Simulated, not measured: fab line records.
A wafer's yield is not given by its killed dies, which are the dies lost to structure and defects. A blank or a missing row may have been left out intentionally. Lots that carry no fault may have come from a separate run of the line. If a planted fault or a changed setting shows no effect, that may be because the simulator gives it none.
A lot that was struck, set against a sound lot -- flow sky130 -- 14 steps out of a route of 708
Sound: wafers L308.1, L308.3, L308.6. The struck wafers were L315.2, L315.4, L315.5. The cause is named last.
Each step with rows lists, per side, the tool, then ch with its chambers, then its first start. Under that, the readings that differ: sound wafers -- struck wafers -- difference of the means -- sigmas: that difference in standard deviations of wafers without a fault.
alike: same words and numbers on both sides, and readings whose means sit less than 2 such deviations apart. not compared: any withheld reading, any reading some wafer has no value for, any bound like >300 that may hide the same value, and any number with overlapping values for which the record gives no deviation.
The two part at a step that has a row with sigmas, a row that says differs or no value, or rows on one side only. Numbers that don't overlap but have no deviation are shown without sigmas and don't part them. A reading missing from all wafers of one side parts the sides only when that side holds two or more wafers.

first, 6 steps without rows for these wafers: SKY_VIA4_HMDS_05 (prime time 60 s); SKY_VIA4_COAT_06 (resist thk 1140 nm); SKY_VIA4_SOFTBAKE_07 (time 60 s); SKY_VIA4_EXPOSE_08 (exposes mask VIM4, target cd 800 nm); SKY_VIA4_PEB_09; SKY_VIA4_DEVELOP_10 (develop time 60 s).
SKY_VIA4_OVL_MEAS_11:
  sound on overlay-02 at day 43 23:33; struck on overlay-02 at day 45 10:16
  alike: VIA4_OVL
SKY_VIA4_ETCH_12: etches SiO2 in C4F8/O2/Ar, stops on TiN, target depth 580 nm.
  sound on rie diel-03 ch 0,2, day 43 23:35; struck on rie diel-03 ch 0,2,3, day 45 10:17
  alike: oes product au
SKY_VIA4_STRIP_13: strips in O2/N2.
  sound on plasma asher-03 ch 0, day 43 23:40; struck on plasma asher-03 ch 0,1, day 45 10:22
  alike: drypump motor current A, oes product au, strip time to endpoint s
  not compared: rf hours counter h
then, 3 steps without rows for these wafers: SKY_VIA4_STRIP_14 (strips in post etch residue remover, time 1200 s); SKY_VIA4_CLEAN_15 (cleans in IPA, time 180 s); SKY_VIA4_CLEAN_16 (cleans in O3/DIW).
SKY_VIA4_SPUTTER_17: material TiN, target thk 20 nm, time 80 s.
  sound on pvd sputter-03 at day 44 00:15; struck on pvd sputter-01 at day 45 11:17
  no value came back on the struck wafers for cathode dc power W (W), chamber pressure pa (Pa), throttle valve pct (%); on the sound wafers cathode dc power W (W) reads 3999.1 3998.6 4001.0
SKY_VIA4_CVD_18: deposits W, target thk 505 nm, time 152.14 s.
  sound on cvd w-01 ch 0, day 44 00:19; struck on cvd w-02 ch 0, day 45 11:22
  alike: heater power w

## WHERE THEY PART
At SKY_VIA4_SPUTTER_17 and nowhere else, as far as this record goes. Later steps at which nothing parts them and some readings are alike: SKY_VIA4_CVD_18.

WHY: whatever the simulator had introduced
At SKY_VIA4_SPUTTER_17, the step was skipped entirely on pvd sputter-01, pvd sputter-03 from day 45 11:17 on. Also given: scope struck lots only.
